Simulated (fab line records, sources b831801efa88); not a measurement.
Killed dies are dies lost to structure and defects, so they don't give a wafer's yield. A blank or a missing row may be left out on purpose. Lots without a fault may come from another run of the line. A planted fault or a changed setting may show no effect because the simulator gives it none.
One fault seen from 2 desks | flow gf180mcu | each desk has only its own numbers; what lay behind them comes last

THE METROLOGY DESK
What the gauges read, lot by lot, whatever tool the lot ran on: means of the sampled wafers that have a number. A lot is out of limits, marked OUT, if its mean lies more than 4 standard deviations from the usual mean; the brackets give that distance.
Columns: A = CONTACT_W_RS at GF_CONTACT_RS_MEAS_25, usual 0.381 ohm/sq; B = CONTACT_W_THK at GF_CONTACT_THK_MEAS_26, usual 298 nm; C = cd_nm at GF_M4_CD_MEAS_14, usual 280.0 nm
lot  | first seen here | A               | B              | C
L251 | day 15 21:15    | 0.387           | 299            | 280.8
L252 | day 16 04:32    | 0.386           | 294            | 278.9
L254 | day 16 22:19    | 0.375           | 301            | 279.1
L256 | day 17 17:48    | 0.380           | 296            | 280.9
L258 | day 18 23:00    | 0.469 (+24) OUT | 259 (-9.5) OUT | 280.6
L268 | day 22 15:53    | 0.381           | 300            | 279.8
L269 | day 22 21:59    | 0.385           | 296            | 278.5
L270 | day 23 06:08    | 0.377           | 302            | 278.5
L271 | day 23 07:03    | 0.380           | 297            | 282.4
L272 | day 23 16:58    | 0.376           | 300            | 279.1
L274 | day 24 03:11    | 0.385           | 291            | 281.8
L273 | day 24 07:09    | 0.379           | 302            | 280.5
This desk's finding: out of limits on L258; first on L258, day 18 23:00 (CONTACT_W_RS at GF_CONTACT_RS_MEAS_25). In limits: L251, L252, L254, L256, L268, L269, L270, L271, L272, L274, L273.

THE TOOL OWNER'S DESK: cvd_w-02
The tool's own readings at GF_CONTACT_CVD_24 (deposits W, target thk 300 nm, time 90.339 s): means of the sampled wafers that have a number, for each lot that ran on this tool. A lot is out of limits, marked OUT, if its mean lies more than 4 standard deviations from the usual mean; the brackets give that distance.
Columns: A = heater_power_w at GF_CONTACT_CVD_24, usual 827 W; B = susceptor_temp_C at GF_CONTACT_CVD_24, usual 399.98 C
lot  | first seen here | A   | B
L252 | day 16 04:25    | 853 | 399.92
L254 | day 16 22:13    | 816 | 400.04
L256 | day 17 17:42    | 857 | 400.01
L258 | day 18 22:54    | 825 | 390.33 (-39) OUT
L269 | day 22 21:52    | 832 | 399.82
L270 | day 23 06:02    | 872 | 399.80
L271 | day 23 06:57    | 871 | 400.06
L272 | day 23 16:51    | 873 | 399.94
This desk's finding: out of limits on L258; first on L258, day 18 22:54 (susceptor_temp_C at GF_CONTACT_CVD_24). In limits: L252, L254, L256, L269, L270, L271, L272.

PUT TOGETHER
The tool owner's desk could have raised an alarm at day 18 22:54, on L258.
The metrology desk could have raised an alarm at day 18 23:00, on L258.
Of the lots named, all ran GF_CONTACT_CVD_24 on cvd_w-02.

WHAT THE SIMULATOR HAD PUT IN
Process parameter drift: cvd_w-02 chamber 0, from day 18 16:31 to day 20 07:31, at GF_CONTACT_CVD_24. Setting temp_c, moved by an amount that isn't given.
Lots struck among those shown: L258.
Hours from the fault's start to each desk's first reading out of limits: the tool owner's desk, 6; the metrology desk, 6.
